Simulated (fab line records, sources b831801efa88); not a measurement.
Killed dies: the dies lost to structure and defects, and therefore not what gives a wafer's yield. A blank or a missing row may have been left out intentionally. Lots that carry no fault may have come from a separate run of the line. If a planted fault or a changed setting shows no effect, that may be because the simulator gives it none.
The tool behind it: which one? + flow gf180mcu + at 1 step of a route of 602, 12 lots with 36 wafers sampled

## WHAT THE GAUGES SHOWED, per wafer
GF_M2_OVL_MEAS_15.
| lot  | measured     | on         | M2_OVL (nm) |
|------|--------------|------------|-------------|
| L075 | day 19 09:59 | overlay-01 | -2 4 -5     |
| L077 | day 20 07:26 | overlay-01 | 4 8 3       |
| L079 | day 21 04:50 | overlay-01 | 2 5 -10     |
| L081 | day 22 02:27 | overlay-02 | 1 6 6       |
| L083 | day 22 19:17 | overlay-01 | -5 -2 -5    |
| L085 | day 23 07:23 | overlay-01 | -1 0 2      |
| L087 | day 24 03:41 | overlay-01 | 7 -2 5      |
| L089 | day 24 18:15 | overlay-02 | -2 -8 1     |
| L091 | day 25 07:11 | overlay-01 | 4 2 4       |
| L093 | day 26 04:05 | overlay-01 | 1 -1 1      |
| L095 | day 26 13:41 | overlay-01 | 4 0 1       |
| L097 | day 27 10:11 | overlay-01 | -2 2 2      |

## WHAT TOOL EACH LOT RAN ON (gives the tool, then ch and the chambers of the sampled wafers, and finally the start)
Before these readings, the record contains no process step.

## THE ANSWER, worked out from the rows above alone
Rule: what is usual is taken from the lots themselves. Put in order of their means at a reading, lots are off if they are a third of the lots or fewer, leave a main group of 4 or more, and stand apart from it by a gap of 3 or more times the standard deviation of the main group's means; of several such gaps the widest counts. If all means in a main group match to the digits the tables above print for the reading, that group is not used. A lot without any number at a reading at which 4 lots or more have one is off too. All remaining lots with rows at the step are treated as sound.
None of the lots is off at any reading shown; this tells nothing.

## WHAT THE SIMULATOR HAD INSERTED
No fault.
